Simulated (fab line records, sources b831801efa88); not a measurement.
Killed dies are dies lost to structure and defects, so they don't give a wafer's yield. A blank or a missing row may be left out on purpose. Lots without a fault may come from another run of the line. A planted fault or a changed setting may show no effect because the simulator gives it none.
Chamber matching | flow gf180mcu | GF_V4_CMP_04 on cmp-01: 4 sister chambers
The step polishes SiO2. 7 wafers are shown with their chamber, then 9 later ones without.

WAFERS WITH THEIR CHAMBER
wafer  | chamber | motor_current_A (A) | time_to_endpoint_s (s)
L129.3 | 2       | 13.5                | 77
L130.2 | 0       | 15.0                | 68
L134.4 | 2       | 13.3                | 79
L134.6 | 1       | 11.2                | 80
L136.1 | 0       | 14.4                | 66
L136.4 | 1       | 12.0                | 80
L136.5 | 3       | 11.0                | 79

WAFERS WITHOUT THEIR CHAMBER
wafer  | motor_current_A (A) | time_to_endpoint_s (s)
L142.1 | 11.5                | 72
L142.3 | 11.2                | 80
L142.5 | 11.4                | 80
L144.2 | 14.4                | 71
L144.4 | 11.1                | 90
L144.5 | 12.1                | 89
L147.1 | 11.8                | 85
L147.3 | 15.1                | 76
L147.4 | 10.9                | 76

WHICH CHAMBER EACH WENT THROUGH
wafer  | from the rows above          | in truth
L142.1 | can't be placed: 3 or 2 or 1 | 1
L142.3 | can't be placed: 1 or 3      | 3
L142.5 | can't be placed: 1 or 3      | 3
L144.2 | 0                            | 0
L144.4 | can't be placed: 1 or 3      | 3
L144.5 | can't be placed: 1 or 3      | 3
L147.1 | can't be placed: 1 or 3      | 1
L147.3 | 2                            | 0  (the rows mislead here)
L147.4 | can't be placed: 3 or 1      | 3
Placed correctly: 1 of 9. Can't be placed from these rows: 7 (the true chamber is among the candidates in 7). Placed wrongly: 1.
How it was worked out, from the rows above alone: a wafer's distance from a chamber is the root of the sum, over the readings, of the square of ((its reading less the chamber's mean) divided by the reading's scatter). The wafer belongs to the nearest chamber; if the next one is less than 2 further off, it can't be placed. A chamber's mean is the mean of its shown wafers. The scatter: the root of (the sum of the squares of (reading less its chamber's mean) over the shown wafers, divided by (wafers less chambers)).
